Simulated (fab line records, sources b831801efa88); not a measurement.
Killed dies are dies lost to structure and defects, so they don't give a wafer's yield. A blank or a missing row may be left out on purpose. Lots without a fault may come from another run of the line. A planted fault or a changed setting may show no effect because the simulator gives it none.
Which tool did it? | flow gf180mcu | 13 lots, 39 wafers sampled, at 5 steps of a route of 602

WHAT THE GAUGES READ, wafer by wafer
GF_SALICIDE_RS_MEAS_04: measures by four-point-probe. Usual: SALICIDE_TIN_RS 16.27 ohm/sq, standard deviation 0.21.
lot  | measured     | on            | SALICIDE_TIN_RS (ohm/sq) | flag
L923 | day 16 04:45 | film_metro-04 | 16.48 16.36 16.41        |
L924 | day 16 23:43 | film_metro-02 | 16.09 16.13 16.15        |
L926 | day 17 06:14 | film_metro-02 | 16.22 16.21 16.52        |
L927 | day 17 11:56 | film_metro-04 | 16.34 16.39 16.40        |
L928 | day 18 02:02 | film_metro-01 | 16.05 16.08 16.10        |
L930 | day 18 23:36 | film_metro-01 | 16.03 15.84 15.89        |
L932 | day 19 02:54 | film_metro-01 | 16.49 16.52 16.59        |
L931 | day 19 05:13 | film_metro-04 | 16.50 16.29 16.47        |
L934 | day 20 02:28 | film_metro-02 | 16.42 16.33 16.17        |
L937 | day 21 02:22 | film_metro-01 | 16.15 15.58 16.38        |
L942 | day 22 18:37 | film_metro-01 | 16.54 16.49 16.02        |
L943 | day 23 06:00 | film_metro-01 | 15.81 16.00 16.11        |
L944 | day 23 11:01 | film_metro-02 | 16.08 16.43 16.40        |

GF_CONTACT_BOW_MEAS_05. Usual: CONTACT_BOW 66 um, standard deviation 7.2.
lot  | measured     | on            | CONTACT_BOW (um) | flag
L923 | day 16 05:46 | film_metro-04 | 68 61 68         |
L924 | day 17 00:43 | film_metro-03 | 57 78 73         |
L926 | day 17 07:14 | film_metro-01 | 66 61 78         |
L927 | day 17 12:57 | film_metro-03 | 62 52 81         |
L928 | day 18 03:02 | film_metro-04 | 79 85 76         |
L930 | day 19 00:37 | film_metro-03 | 72 56 53         |
L932 | day 19 03:55 | film_metro-04 | 57 74 75         |
L931 | day 19 06:13 | film_metro-03 | 61 65 58         |
L934 | day 20 03:28 | film_metro-01 | 51 68 68         |
L937 | day 21 03:22 | film_metro-01 | 61 65 64         |
L942 | day 22 19:38 | film_metro-04 | 77 68 60         |
L943 | day 23 07:01 | film_metro-03 | 79 68 60         |
L944 | day 23 12:02 | film_metro-04 | 63 52 70         |

WHICH TOOL RAN EACH LOT (tool, then ch and the chambers of the sampled wafers, then the start)
lot  | GF_SALICIDE_SPUTTER_02       | GF_SALICIDE_RTA_06               | GF_CONTACT_CMP_04
L923 | pvd_sputter-04, day 16 04:42 | rtp_anneal-01 ch 0, day 16 04:56 | cmp-01 ch 0,2, day 16 05:28
L924 | pvd_sputter-02, day 16 23:39 | rtp_anneal-02 ch 0, day 16 23:53 | cmp-01 ch 0,1,3, day 17 00:34
L926 | pvd_sputter-03, day 17 06:11 | rtp_anneal-01 ch 0, day 17 06:25 | cmp-02 ch 0,2, day 17 06:59
L927 | pvd_sputter-04, day 17 11:53 | rtp_anneal-01 ch 0, day 17 12:07 | cmp-01 ch 0,1,2, day 17 12:39
L928 | pvd_sputter-04, day 18 01:59 | rtp_anneal-02 ch 0, day 18 02:13 | cmp-01 ch 0,2,3, day 18 02:44
L930 | pvd_sputter-04, day 18 23:33 | rtp_anneal-02 ch 0, day 18 23:47 | cmp-02 ch 0,1, day 19 00:22
L932 | pvd_sputter-04, day 19 02:50 | rtp_anneal-02 ch 0, day 19 03:05 | cmp-01 ch 0,1, day 19 03:38
L931 | pvd_sputter-02, day 19 05:06 | rtp_anneal-01 ch 0, day 19 05:23 | cmp-01 ch 0,3, day 19 05:55
L934 | pvd_sputter-03, day 20 02:23 | rtp_anneal-01 ch 0, day 20 02:38 | cmp-02 ch 0,1,3, day 20 03:16
L937 | pvd_sputter-04, day 21 02:18 | rtp_anneal-02 ch 0, day 21 02:32 | cmp-02 ch 1,2,3, day 21 03:07
L942 | pvd_sputter-02, day 22 18:34 | rtp_anneal-02 ch 0, day 22 18:48 | cmp-02 ch 0,1,3, day 22 19:29
L943 | pvd_sputter-03, day 23 05:55 | rtp_anneal-02 ch 0, day 23 06:11 | cmp-02 ch 0,2,3, day 23 06:49
L944 | pvd_sputter-03, day 23 10:56 | rtp_anneal-01 ch 0, day 23 11:12 | cmp-02 ch 0,1, day 23 11:42
- GF_SALICIDE_SPUTTER_02: material Co, target thk 10 nm, time 20 s.
- GF_SALICIDE_RTA_06: time 30 s.
- GF_CONTACT_CMP_04: polishes SiO2.

WHAT THE TOOLS THEMSELVES READ (means of the sampled wafers that have a number; where no wafer has one, the mark that the record gives instead)
GF_SALICIDE_SPUTTER_02. Usual: throttle_valve_pct 30.4 %, standard deviation 1.1.
lot  | tool           | throttle_valve_pct (%) | flag
L923 | pvd_sputter-04 | 30.2                   |
L924 | pvd_sputter-02 | 31.1                   |
L926 | pvd_sputter-03 | 32.2                   |
L927 | pvd_sputter-04 | 30.0                   |
L928 | pvd_sputter-04 | 30.2                   |
L930 | pvd_sputter-04 | 29.7                   |
L932 | pvd_sputter-04 | 29.8                   |
L931 | pvd_sputter-02 | 30.7                   |
L934 | pvd_sputter-03 | 31.7                   |
L937 | pvd_sputter-04 | 29.8                   |
L942 | pvd_sputter-02 | 30.8                   |
L943 | pvd_sputter-03 | 30.1                   |
L944 | pvd_sputter-03 | 31.5                   |

GF_SALICIDE_RTA_06. Usual: lamp_power_pct 5.92 %, standard deviation 0.08; wafer_temp_C_max 532.8, standard deviation 0.58.
lot  | tool          | lamp_power_pct (%) | wafer_temp_C_max | flag
L923 | rtp_anneal-01 | 5.99               | 533.5            |
L924 | rtp_anneal-02 | 5.83               | 532.9            |
L926 | rtp_anneal-01 | 5.98               | 533.5            |
L927 | rtp_anneal-01 | 5.98               | 533.2            |
L928 | rtp_anneal-02 | 5.82               | 533.3            |
L930 | rtp_anneal-02 | 5.83               | 533.1            |
L932 | rtp_anneal-02 | 5.83               | 533.3            |
L931 | rtp_anneal-01 | 5.99               | 533.3            |
L934 | rtp_anneal-01 | 5.99               | 532.1            |
L937 | rtp_anneal-02 | 5.83               | 532.2            |
L942 | rtp_anneal-02 | 5.83               | 532.9            |
L943 | rtp_anneal-02 | 5.82               | 533.8            |
L944 | rtp_anneal-01 | 5.99               | 533.3            |

GF_CONTACT_CMP_04. Usual: motor_current_A 11.9 A, standard deviation 1.1; time_to_endpoint_s 111 s, standard deviation 6.1.
lot  | tool   | motor_current_A (A) | time_to_endpoint_s (s) | flag
L923 | cmp-01 | 11.3                | 117                    |
L924 | cmp-01 | 12.3                | 112                    |
L926 | cmp-02 | 11.1                | 114                    |
L927 | cmp-01 | 11.4                | 117                    |
L928 | cmp-01 | 11.9                | 105                    |
L930 | cmp-02 | 12.8                | 114                    |
L932 | cmp-01 | 11.4                | 108                    |
L931 | cmp-01 | 12.1                | 117                    |
L934 | cmp-02 | 12.6                | 106                    |
L937 | cmp-02 | 11.6                | 104                    |
L942 | cmp-02 | 12.0                | 111                    |
L943 | cmp-02 | 11.5                | 113                    |
L944 | cmp-02 | 12.5                | 108                    |

THE ANSWER, worked out from the rows above alone
Rule: a lot is off if the mean of its wafers that have a number lies more than 3 standard deviations from the usual mean. A lot without any number at a reading at which 4 lots or more have one is off too. The other lots that the step has rows for count as sound. The gauges are gone through in route order, then the tools' own readings, and for those a lot's mean is taken as printed above. The first step at which some lot is off is used, and at that step the reading that is off furthest; a lot without a number counts as furthest.
No lot is off at any reading shown: from this, nothing can be told.

WHAT THE SIMULATOR HAD PUT IN
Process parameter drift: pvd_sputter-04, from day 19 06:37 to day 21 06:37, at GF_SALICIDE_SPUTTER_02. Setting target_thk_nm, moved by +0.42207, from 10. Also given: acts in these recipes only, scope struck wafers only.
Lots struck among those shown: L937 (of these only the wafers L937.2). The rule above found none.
